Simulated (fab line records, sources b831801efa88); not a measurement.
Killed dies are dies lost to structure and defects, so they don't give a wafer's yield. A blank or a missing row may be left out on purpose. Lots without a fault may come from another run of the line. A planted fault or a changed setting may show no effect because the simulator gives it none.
Which tool did it? | flow gf180mcu | 24 lots, 72 wafers sampled, at 4 steps of a route of 602

WHAT THE GAUGES READ, wafer by wafer
GF_V3_BOW_MEAS_05.
lot  | measured     | on            | V3_BOW (um)
L074 | day 21 08:29 | film_metro-02 | 102 125 118
L075 | day 21 15:50 | film_metro-01 | 120 113 112
L076 | day 21 22:15 | film_metro-01 | 124 119 135
L077 | day 22 15:40 | film_metro-01 | 125 124 119
L078 | day 22 22:14 | film_metro-01 | 112 116 113
L079 | day 23 01:28 | film_metro-01 | 111 122 116
L080 | day 23 16:14 | film_metro-02 | 115 120 104
L081 | day 24 03:17 | film_metro-01 | 130 115 128
L082 | day 24 05:37 | film_metro-03 | 99 104 105
L083 | day 24 18:22 | film_metro-01 | 99 135 115
L084 | day 25 01:11 | film_metro-01 | 110 124 125
L085 | day 25 06:45 | film_metro-01 | 147 120 135
L086 | day 25 14:08 | film_metro-02 | 119 106 114
L087 | day 25 23:37 | film_metro-02 | 115 126 113
L088 | day 26 04:36 | film_metro-03 | 102 107 114
L089 | day 26 17:32 | film_metro-01 | 125 118 116
L090 | day 26 20:04 | film_metro-02 | 113 101 113
L091 | day 27 00:55 | film_metro-02 | 119 116 111
L092 | day 27 09:11 | film_metro-03 | 108 107 112
L093 | day 27 18:47 | film_metro-02 | 121 108 130
L094 | day 28 02:27 | film_metro-03 | 119 112 125
L095 | day 28 08:42 | film_metro-03 | 108 120 120
L096 | day 28 16:54 | film_metro-01 | 118 119 102
L097 | day 29 00:49 | film_metro-01 | 128 123 118

GF_V4_BOW_MEAS_05.
lot  | measured     | on            | V4_BOW (um)
L074 | day 23 10:27 | film_metro-04 | 119 144 137
L075 | day 23 17:03 | film_metro-03 | 141 134 134
L076 | day 23 23:45 | film_metro-04 | 143 137 153
L077 | day 24 15:56 | film_metro-02 | 142 141 137
L078 | day 24 22:24 | film_metro-03 | 129 132 129
L079 | day 25 01:03 | film_metro-03 | 129 139 134
L080 | day 25 15:24 | film_metro-03 | 141 146 129
L081 | day 26 00:42 | film_metro-02 | 142 127 141
L082 | day 26 04:04 | film_metro-02 | 116 122 122
L083 | day 26 15:31 | film_metro-02 | 114 149 130
L084 | day 26 22:19 | film_metro-02 | 125 139 141
L085 | day 27 04:05 | film_metro-03 | 155 129 142
L086 | day 27 11:05 | film_metro-02 | 131 117 125
L087 | day 27 19:31 | film_metro-04 | 141 152 140
L088 | day 28 00:35 | film_metro-04 | 122 126 134
L089 | day 28 12:22 | film_metro-03 | 143 138 136
L090 | day 28 15:08 | film_metro-02 | 129 118 131
L091 | day 28 19:44 | film_metro-02 | 131 129 124
L092 | day 29 03:12 | film_metro-04 | 128 125 133
L093 | day 29 13:00 | film_metro-04 | 139 126 150
L094 | day 29 19:50 | film_metro-04 | 140 134 146
L095 | day 30 01:34 | film_metro-03 | 131 143 144
L096 | day 30 10:28 | film_metro-03 | 139 140 123
L097 | day 30 17:40 | film_metro-02 | 146 140 135

WHICH TOOL RAN EACH LOT (tool, then ch and the chambers of the sampled wafers, then the start)
lot  | GF_M2_METAL_ETCH_16               | GF_V3_CVD_23
L074 | rie_metal-04 ch 0,1, day 19 04:14 | cvd_w-02 ch 0,1, day 22 09:04
L075 | rie_metal-01 ch 0,1, day 19 10:56 | cvd_w-02 ch 0, day 22 16:26
L076 | rie_metal-01 ch 0,1, day 19 17:04 | cvd_w-01 ch 0,1, day 22 22:43
L077 | rie_metal-04 ch 0,1, day 20 12:07 | cvd_w-01 ch 0,1, day 23 15:28
L078 | rie_metal-04 ch 0, day 20 18:46   | cvd_w-01 ch 1, day 23 21:52
L079 | rie_metal-03 ch 0,1, day 20 22:37 | cvd_w-01 ch 0,1, day 24 01:32
L080 | rie_metal-04 ch 0, day 21 13:14   | cvd_w-01 ch 0,1, day 24 15:39
L081 | rie_metal-04 ch 0, day 22 00:29   | cvd_w-01 ch 0, day 25 01:26
L082 | rie_metal-01 ch 0,1, day 22 04:38 | cvd_w-01 ch 0, day 25 04:47
L083 | rie_metal-01 ch 0,1, day 22 15:49 | cvd_w-01 ch 0,1, day 25 16:23
L084 | rie_metal-04 ch 0,1, day 22 23:52 | cvd_w-01 ch 0,1, day 25 23:25
L085 | rie_metal-04 ch 0,1, day 23 06:11 | cvd_w-02 ch 0,1, day 26 05:07
L086 | rie_metal-04 ch 1, day 23 14:43   | cvd_w-02 ch 1, day 26 12:27
L087 | rie_metal-04 ch 1, day 23 23:40   | cvd_w-02 ch 0,1, day 26 21:17
L088 | rie_metal-01 ch 0,1, day 24 05:44 | cvd_w-01 ch 0,1, day 27 01:57
L089 | rie_metal-03 ch 0,1, day 24 19:28 | cvd_w-02 ch 0,1, day 27 15:12
L090 | rie_metal-01 ch 0,1, day 24 21:31 | cvd_w-01 ch 0,1, day 27 17:04
L091 | rie_metal-03 ch 0,1, day 25 03:31 | cvd_w-02 ch 0,1, day 27 22:21
L092 | rie_metal-04 ch 0,1, day 25 12:19 | cvd_w-01 ch 0,1, day 28 05:54
L093 | rie_metal-01 ch 0,1, day 25 21:55 | cvd_w-02 ch 0,1, day 28 15:27
L094 | rie_metal-04 ch 0,1, day 26 06:34 | cvd_w-02 ch 0,1, day 28 23:01
L095 | rie_metal-03 ch 0,1, day 26 11:34 | cvd_w-02 ch 0,1, day 29 04:54
L096 | rie_metal-03 ch 0,1, day 26 20:58 | cvd_w-01 ch 0,1, day 29 13:11
L097 | rie_metal-03 ch 0,1, day 27 05:23 | cvd_w-01 ch 0,1, day 29 21:06
- GF_M2_METAL_ETCH_16: etches the open film in Cl2/BCl3, stops on SiO2, target depth 750.8 nm, time 125.1 s.
- GF_V3_CVD_23: deposits W, target thk 350 nm, time 104.9 s.

WHAT THE TOOLS THEMSELVES READ (means of the sampled wafers that have a number; where no wafer has one, the mark that the record gives instead)
GF_M2_METAL_ETCH_16.
lot  | tool         | drypump_motor_current_A (A) | oes_product_au (a.u.) | throttle_valve_pct (%)
L074 | rie_metal-04 | 6.0                         | 1.000                 | 28.230
L075 | rie_metal-01 | 5.5                         | 0.988                 | 28.247
L076 | rie_metal-01 | 5.5                         | 0.989                 | 28.229
L077 | rie_metal-04 | 5.6                         | 0.991                 | 28.229
L078 | rie_metal-04 | 6.3                         | 0.998                 | 28.220
L079 | rie_metal-03 | 5.4                         | 0.989                 | 28.230
L080 | rie_metal-04 | 6.3                         | 0.993                 | 28.234
L081 | rie_metal-04 | 6.3                         | 1.002                 | 28.231
L082 | rie_metal-01 | 5.5                         | 0.990                 | 28.237
L083 | rie_metal-01 | 5.5                         | 0.983                 | 28.241
L084 | rie_metal-04 | 6.0                         | 0.995                 | 28.222
L085 | rie_metal-04 | 6.0                         | 0.990                 | 28.227
L086 | rie_metal-04 | 5.4                         | 0.994                 | 28.233
L087 | rie_metal-04 | 5.4                         | 0.991                 | 28.236
L088 | rie_metal-01 | 5.5                         | 0.989                 | 28.228
L089 | rie_metal-03 | 5.6                         | 0.991                 | 28.225
L090 | rie_metal-01 | 5.5                         | 0.991                 | 28.237
L091 | rie_metal-03 | 5.4                         | 0.993                 | 28.235
L092 | rie_metal-04 | 6.0                         | 0.991                 | 28.217
L093 | rie_metal-01 | 5.5                         | 0.980                 | 28.239
L094 | rie_metal-04 | 5.9                         | 0.989                 | 28.221
L095 | rie_metal-03 | 5.6                         | 0.997                 | 28.227
L096 | rie_metal-03 | 5.7                         | 0.994                 | 28.232
L097 | rie_metal-03 | 5.6                         | 0.992                 | 28.229

GF_V3_CVD_23.
lot  | tool     | heater_power_w (W)
L074 | cvd_w-02 | 830
L075 | cvd_w-02 | 881
L076 | cvd_w-01 | 742
L077 | cvd_w-01 | 772
L078 | cvd_w-01 | 782
L079 | cvd_w-01 | 766
L080 | cvd_w-01 | 767
L081 | cvd_w-01 | 753
L082 | cvd_w-01 | 757
L083 | cvd_w-01 | 770
L084 | cvd_w-01 | 764
L085 | cvd_w-02 | 857
L086 | cvd_w-02 | 812
L087 | cvd_w-02 | 831
L088 | cvd_w-01 | 753
L089 | cvd_w-02 | 863
L090 | cvd_w-01 | 780
L091 | cvd_w-02 | 870
L092 | cvd_w-01 | 765
L093 | cvd_w-02 | 859
L094 | cvd_w-02 | 836
L095 | cvd_w-02 | 857
L096 | cvd_w-01 | 776
L097 | cvd_w-01 | 779

THE ANSWER, worked out from the rows above alone
Rule: what is usual is taken from the lots themselves. Put in order of their means at a reading, lots are off if they are a third of the lots or fewer, leave a main group of 4 or more, and stand apart from it by a gap of 3 or more times the standard deviation of the main group's means; of several such gaps the widest counts. A main group whose means are all the same, to the digits that the tables above print for the reading, isn't used. A lot without any number at a reading at which 4 lots or more have one is off too. The other lots that the step has rows for count as sound. The gauges are gone through in route order, then the tools' own readings, and for those a lot's mean is taken as printed above. The first step at which some lot is off is used, and at that step the reading that is off furthest; a lot without a number counts as furthest.
No lot is off at any reading shown: from this, nothing can be told.

WHAT THE SIMULATOR HAD PUT IN
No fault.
